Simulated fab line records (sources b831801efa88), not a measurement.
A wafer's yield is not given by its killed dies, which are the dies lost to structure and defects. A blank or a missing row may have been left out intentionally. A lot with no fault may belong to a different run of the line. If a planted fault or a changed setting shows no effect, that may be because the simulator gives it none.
Which tool was responsible? | flow gf180mcu | 14 lots, 42 wafers sampled, at 5 steps of a route of 602

WHAT EACH GAUGE READ, for each wafer
GF_VT_IMPLANT_RS_MEAS_46: a four-point-probe measurement. Usual: MVSD_RS typically reads 456.3 ohm/sq, with standard deviation 1.1.
lot  | measured     | on            | MVSD_RS (ohm/sq)  | flag
L577 | day 7 15:01  | film-metro-02 | 456.8 456.5 455.3 |
L579 | day 8 09:11  | film-metro-01 | 456.7 456.2 456.7 |
L581 | day 8 18:07  | film-metro-01 | 457.5 456.9 457.5 |
L582 | day 9 05:59  | film-metro-03 | 456.4 455.3 457.2 |
L584 | day 9 17:53  | film-metro-02 | 456.0 456.6 455.9 |
L585 | day 9 18:06  | film-metro-01 | 458.7 458.7 458.8 |
L586 | day 9 22:53  | film-metro-02 | 455.1 456.6 456.0 |
L588 | day 10 16:15 | film-metro-03 | 454.3 454.8 454.0 |
L589 | day 10 20:08 | film-metro-02 | 456.8 457.4 456.8 |
L593 | day 11 21:08 | film-metro-03 | 456.2 457.0 456.2 |
L597 | day 13 02:22 | film-metro-02 | 466.8 466.5 466.2 | OFF
L598 | day 13 11:15 | film-metro-03 | 467.9 467.0 468.6 | OFF
L599 | day 13 19:21 | film-metro-01 | 456.2 455.5 457.3 |
L600 | day 13 23:39 | film-metro-03 | 455.5 457.3 456.4 |

GF_DUAL_GATE_OVL_MEAS_11. Usual: DUAL_GATE_OVL typically reads 0.4 nm, with standard deviation 1.5.
lot  | measured     | on         | DUAL_GATE_OVL (nm) | flag
L577 | day 8 08:40  | overlay-01 | 0.9 -0.8 -0.7      |
L579 | day 9 03:43  | overlay-01 | -0.5 -1.7 0.0      |
L581 | day 9 13:25  | overlay-01 | 2.5 0.3 0.7        |
L582 | day 10 01:54 | overlay-02 | -1.1 1.2 -0.1      |
L584 | day 10 16:18 | overlay-01 | 1.1 1.8 1.5        |
L585 | day 10 16:04 | overlay-01 | 2.1 1.3 -0.2       |
L586 | day 10 18:28 | overlay-01 | 2.7 1.7 3.1        |
L588 | day 11 12:40 | overlay-02 | 1.4 0.9 -0.2       |
L589 | day 11 20:33 | overlay-02 | 1.1 1.2 2.9        |
L593 | day 12 18:09 | overlay-01 | 1.9 1.3 2.0        |
L597 | day 14 03:02 | overlay-02 | -0.3 0.8 1.7       |
L598 | day 14 09:48 | overlay-02 | -0.3 -1.5 0.4      |
L599 | day 14 18:36 | overlay-02 | -0.5 0.7 1.0       |
L600 | day 14 22:39 | overlay-02 | -1.9 -1.9 1.0      |

GF_HV_LDD_THK_MEAS_55. Usual: HV_LDD_CVD_54_THK typically reads 10.05 nm, with standard deviation 0.12.
lot  | measured     | on            | HV_LDD_CVD_54_THK (nm) | flag
L577 | day 12 08:23 | film-metro-01 | 9.98 9.97 10.09        |
L579 | day 13 07:56 | film-metro-01 | 9.97 9.96 10.03        |
L581 | day 13 19:23 | film-metro-03 | 10.27 10.30 10.31      |
L582 | day 14 15:08 | film-metro-03 | 10.07 10.01 10.17      |
L584 | day 15 03:53 | film-metro-02 | 10.10 10.06 10.22      |
L585 | day 15 02:54 | film-metro-03 | 9.94 9.97 9.93         |
L586 | day 15 06:55 | film-metro-02 | 9.94 10.04 10.04       |
L588 | day 16 03:05 | film-metro-01 | 9.96 10.01 9.90        |
L589 | day 16 14:10 | film-metro-01 | 9.97 9.93 9.88         |
L593 | day 17 11:58 | film-metro-01 | 10.21 10.29 10.23      |
L597 | day 19 00:51 | film-metro-01 | 10.11 10.22 10.17      |
L598 | day 19 10:22 | film-metro-02 | 10.16 9.98 10.13       |
L599 | day 19 21:23 | film-metro-03 | 10.09 10.13 10.18      |
L600 | day 20 00:02 | film-metro-01 | 9.91 10.01 10.01       |

GF_HV_LDD_THK_MEAS_57. Usual: HV_LDD_CVD_56_THK typically reads 90.0 nm, with standard deviation 0.73.
lot  | measured     | on            | HV_LDD_CVD_56_THK (nm) | flag
L577 | day 12 09:52 | film-metro-02 | 89.9 89.4 89.3         |
L579 | day 13 09:25 | film-metro-01 | 89.5 89.1 89.8         |
L581 | day 13 20:52 | film-metro-03 | 90.1 88.9 89.5         |
L582 | day 14 18:01 | film-metro-03 | 92.1 91.5 91.7         |
L584 | day 15 05:23 | film-metro-03 | 91.7 91.7 90.5         |
L585 | day 15 04:50 | film-metro-03 | 90.8 90.5 90.2         |
L586 | day 15 08:24 | film-metro-03 | 90.1 89.9 90.4         |
L588 | day 16 05:00 | film-metro-02 | 90.0 90.4 89.5         |
L589 | day 16 15:39 | film-metro-03 | 89.1 88.2 89.7         |
L593 | day 17 13:28 | film-metro-01 | 88.2 88.9 88.7         |
L597 | day 19 02:20 | film-metro-02 | 90.2 89.6 89.6         |
L598 | day 19 11:52 | film-metro-02 | 90.1 90.7 90.0         |
L599 | day 19 22:52 | film-metro-02 | 91.0 90.0 90.2         |
L600 | day 20 01:31 | film-metro-02 | 89.4 89.1 89.4         |

TOOL THAT RAN EACH LOT (tool first, then ch and the chambers of the sampled wafers, then the start)
lot  | GF_MVSD_IMPLANT_08
L577 | implanter-03 ch 0, day 4 10:16
L579 | implanter-03 ch 0, day 5 03:41
L581 | implanter-02 ch 0, day 5 10:27
L582 | implanter-04 ch 0, day 5 21:47
L584 | implanter-03 ch 0, day 6 08:26
L585 | implanter-02 ch 0, day 6 09:10
L586 | implanter-02 ch 0, day 6 13:06
L588 | implanter-03 ch 0, day 7 02:42
L589 | implanter-02 ch 0, day 7 06:47
L593 | implanter-04 ch 0, day 8 04:59
L597 | implanter-02 ch 0, day 9 06:48
L598 | implanter-02 ch 0, day 9 11:59
L599 | implanter-04 ch 0, day 9 20:49
L600 | implanter-03 ch 0, day 10 00:55
- GF_MVSD_IMPLANT_08

WHAT THE TOOLS THEMSELVES READ (means of the sampled wafers that have a number; where no wafer has one, the mark that the record gives instead)
GF_MVSD_IMPLANT_08. Usual: 399.99 for beam-energy-keV, sd 0.13.
lot  | tool         | beam-energy-keV | flag
L577 | implanter-03 | 400.02          |
L579 | implanter-03 | 400.04          |
L581 | implanter-02 | 399.87          |
L582 | implanter-04 | 400.01          |
L584 | implanter-03 | 400.15          |
L585 | implanter-02 | 399.88          |
L586 | implanter-02 | 399.93          |
L588 | implanter-03 | 400.02          |
L589 | implanter-02 | 399.89          |
L593 | implanter-04 | 399.98          |
L597 | implanter-02 | 354.08          | OFF
L598 | implanter-02 | 354.07          | OFF
L599 | implanter-04 | 399.99          |
L600 | implanter-03 | 399.92          |

THE ANSWER, worked out from the rows above alone
Rule: lot off if the mean of its wafers having a number is beyond 3 standard deviations from the usual mean. A lot without any number at a reading at which 4 lots or more have one is off too. All remaining lots with rows at the step are treated as sound. The gauges are gone through in route order, then the tools' own readings, and for those a lot's mean is taken as printed above. At the first step where some lot is off, the reading lying furthest off is the one used; lots without a number count as furthest.
Off: at GF_VT_IMPLANT_RS_MEAS_46 (MVSD_RS), L597, L598.
If a tool, at a process step before that reading, ran all the lots that are off and no sound lot after the first of them, it fits. The gauges at GF_VT_IMPLANT_RS_MEAS_46 aren't tried: what is off there is off at GF_MVSD_IMPLANT_08 too, on other tools, and a gauge's error can't cause that. One fits: implanter-02 at GF_MVSD_IMPLANT_08. A fault onset in the window from L589 (day 7 06:47, its last sound lot) to L597 (day 9 06:48, its first lot off) fits.
The tool's own readings at GF_MVSD_IMPLANT_08 bear it out: on the lots that are off they differ by more than 5 times the standard deviation of the sound lots' means. beam-energy-keV reads 354.07 there against 399.98 on the sound lots.

WHAT THE SIMULATOR HAD INSERTED
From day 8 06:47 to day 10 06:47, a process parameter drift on implanter-02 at GF_MVSD_IMPLANT_08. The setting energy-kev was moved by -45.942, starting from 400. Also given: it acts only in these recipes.
Struck lots among those shown: L597, L598. Same finding as the rule above.
